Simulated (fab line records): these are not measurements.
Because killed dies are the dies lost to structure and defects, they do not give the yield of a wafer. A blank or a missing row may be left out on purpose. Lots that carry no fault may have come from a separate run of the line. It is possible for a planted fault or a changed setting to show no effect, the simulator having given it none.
Chamber matching || flow sky130 || SKY_VIA4_ETCH_12 on rie-diel-03 has 4 sister chambers
The step etches SiO2 in C4F8/O2/Ar, stops on TiN, target depth 580 nm. 4 wafers are shown with their chamber, then 9 later ones without.

## WAFERS PAIRED WITH THEIR CHAMBERS
{"wafer": "L083.5", "chamber": 0, "oes-product-au (a.u.)": 0.932}
{"wafer": "L086.1", "chamber": 2, "oes-product-au (a.u.)": 0.935}
{"wafer": "L086.3", "chamber": 3, "oes-product-au (a.u.)": 0.926}
{"wafer": "L086.4", "chamber": 1, "oes-product-au (a.u.)": 0.927}

## WAFERS MISSING THEIR CHAMBER
{"wafer": "L091.4", "oes-product-au (a.u.)": 0.930}
{"wafer": "L091.5", "oes-product-au (a.u.)": 0.924}
{"wafer": "L091.6", "oes-product-au (a.u.)": 0.924}
{"wafer": "L093.3", "oes-product-au (a.u.)": 0.920}
{"wafer": "L093.4", "oes-product-au (a.u.)": 0.926}
{"wafer": "L093.5", "oes-product-au (a.u.)": 0.929}
{"wafer": "L096.4", "oes-product-au (a.u.)": 0.918}
{"wafer": "L096.5", "oes-product-au (a.u.)": 0.921}
{"wafer": "L096.6", "oes-product-au (a.u.)": 0.925}

## EACH ONE'S CHAMBER
{"wafer": "L091.4", "from the rows above": "can't be placed: 0 or 1 or 3 or 2", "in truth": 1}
{"wafer": "L091.5", "from the rows above": "can't be placed: 3 or 1 or 0", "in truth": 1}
{"wafer": "L091.6", "from the rows above": "can't be placed: 3 or 1 or 0", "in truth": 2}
{"wafer": "L093.3", "from the rows above": "can't be placed: 3 or 1 or 0", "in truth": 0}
{"wafer": "L093.4", "from the rows above": "can't be placed: 3 or 1 or 0", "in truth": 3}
{"wafer": "L093.5", "from the rows above": "can't be placed: 1 or 0 or 3 or 2", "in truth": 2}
{"wafer": "L096.4", "from the rows above": "can't be placed: 3 or 1 or 0", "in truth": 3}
{"wafer": "L096.5", "from the rows above": "can't be placed: 3 or 1 or 0", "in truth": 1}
{"wafer": "L096.6", "from the rows above": "can't be placed: 3 or 1 or 0", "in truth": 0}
Placed correctly: 0 of 9. Can't be placed from these rows: 9 (the true chamber is among the candidates in 8). Placed wrongly: 0.
How it was worked out, from the rows above alone: a wafer's distance from a chamber is the root of the sum, over the readings, of the square of ((its reading less the chamber's mean) divided by the reading's scatter). If the next closest chamber is less than 2 further off than the closest, the wafer can't be placed; otherwise it belongs to the closest. A chamber's mean is the mean of its shown wafers. The scatter: root of mean squared gap, hidden wafer to nearest shown wafer, with one shown wafer a chamber.
